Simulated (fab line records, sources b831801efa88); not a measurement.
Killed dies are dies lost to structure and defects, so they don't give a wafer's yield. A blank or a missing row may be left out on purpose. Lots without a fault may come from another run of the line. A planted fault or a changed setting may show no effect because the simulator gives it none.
A struck lot beside a sound one | flow sky130 | 16 steps out of a route of 708
Sound: wafers L939.1, L939.2, L939.6. Struck: wafer L944.4. (L944.1, L944.2 of the same lot were not struck and are left out.) The cause comes at the end.
At each step with rows: each side's tool, then ch and its chambers, then its first start. Under that, the readings that differ: sound wafers | struck wafers | difference of the means | sigmas: that difference in standard deviations of wafers without a fault.
alike: readings whose means differ by less than 2 such deviations, and words and numbers that are the same on both sides. not compared: withheld readings, readings that some wafer has no value for, bounds like >300 that may hide the same value, and numbers for which the record gives no deviation and whose values overlap.
The two part at a step that has a row with sigmas, a row that says differs or no value, or rows on one side only. Numbers that don't overlap but have no deviation are shown without sigmas and don't part them. A reading that every wafer of one side lacks parts them only if that side has two wafers or more.

SKY_VIA2_CMP_02: polishes SiO2.
  sound on cmp-01 ch 0,3, day 38 03:57; struck on cmp-02 ch 2, day 39 13:19
  alike: motor_current_A, slurry_filter_dp_kPa
SKY_VIA2_BOW_MEAS_03:
  sound on film_metro-02, day 38 04:15; struck on film_metro-02, day 39 13:37
  alike: VIA2_BOW
then, 8 steps without rows for these wafers: SKY_VIA2_DEHYDRATE_04 (time 60 s); SKY_VIA2_HMDS_05 (prime time 60 s); SKY_VIA2_COAT_06 (resist thk 60 nm); SKY_VIA2_COAT_07 (resist thk 450 nm); SKY_VIA2_SOFTBAKE_08 (time 90 s); SKY_VIA2_EXPOSE_09 (exposes mask VIM2, target cd 200 nm); SKY_VIA2_PEB_10; SKY_VIA2_DEVELOP_11 (develop time 60 s).
SKY_VIA2_CD_MEAS_12: target cd 200 nm.
  sound on cd_sem-01, day 39 05:13; struck on cd_sem-01, day 40 13:40
  alike: cd_nm
SKY_VIA2_OVL_MEAS_13:
  sound on overlay-02, day 39 05:20; struck on overlay-02, day 40 13:47
  alike: VIA2_OVL
SKY_VIA2_ETCH_14: etches BARC in N2/H2, stops on SiO2, time 45.9 s, target depth 60 nm.
  sound on rie_diel-02 ch 0,2,3, day 39 05:22; struck on rie_diel-02 ch 3, day 40 13:49
  reading                                     | sound                | struck | difference | sigmas
  oes_product_au (a.u.)                       | 0.854 0.855 0.851    | 1.007  | +0.154     | +32
  run_length_s (s)                            | 74.4 73.7 74.6       | 64.5   | -9.7       | -17
  throttle_valve_pct (%)                      | 13.217 13.227 13.232 | 13.254 | +0.029     | +3
  model.KrF-thick_of_VIA2_COAT_07.thk_nm (nm) | 390.5 390.3 390.5    | 400.9  | +10.5      |
  alike: drypump_motor_current_A
  not compared: bias_w, rf_hours_counter_h
SKY_VIA2_ETCH_15: etches SiO2 in C4F8/O2/Ar, stops on TiN, target depth 546 nm, time 84 s.
  sound on rie_diel-02 ch 0,2,3, day 39 05:25; struck on rie_diel-02 ch 3, day 40 13:52
  reading                                     | sound             | struck | difference | sigmas
  oes_product_au (a.u.)                       | 0.945 0.946 0.943 | 0.801  | -0.144     | -31
  model.KrF-thick_of_VIA2_COAT_07.thk_nm (nm) | 282.8 281.8 282.1 | 292.4  | +10.2      |
  alike: bias_w, run_length_s
  not compared: rf_hours_counter_h
SKY_VIA2_STRIP_16: strips in O2/N2.
  sound on plasma_asher-04 ch 0,1, day 39 05:28; struck on plasma_asher-04 ch 0, day 40 13:55
  reading                      | sound             | struck | difference | sigmas
  strip_time_to_endpoint_s (s) | 4.028 4.036 4.032 | 4.140  | +0.108     | +5
  alike: drypump_motor_current_A, oes_product_au
  not compared: rf_hours_counter_h
then, 1 step without rows for these wafers: SKY_VIA2_STRIP_17 (strips in post etch residue remover, time 1200 s).

WHERE THEY PART
First at SKY_VIA2_ETCH_14; last, within this record, at SKY_VIA2_STRIP_16.

WHY: what the simulator had put in
Process parameter drift: rie_diel-02, from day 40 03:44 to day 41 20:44, at SKY_VIA2_ETCH_14. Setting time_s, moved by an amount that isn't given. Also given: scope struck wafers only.
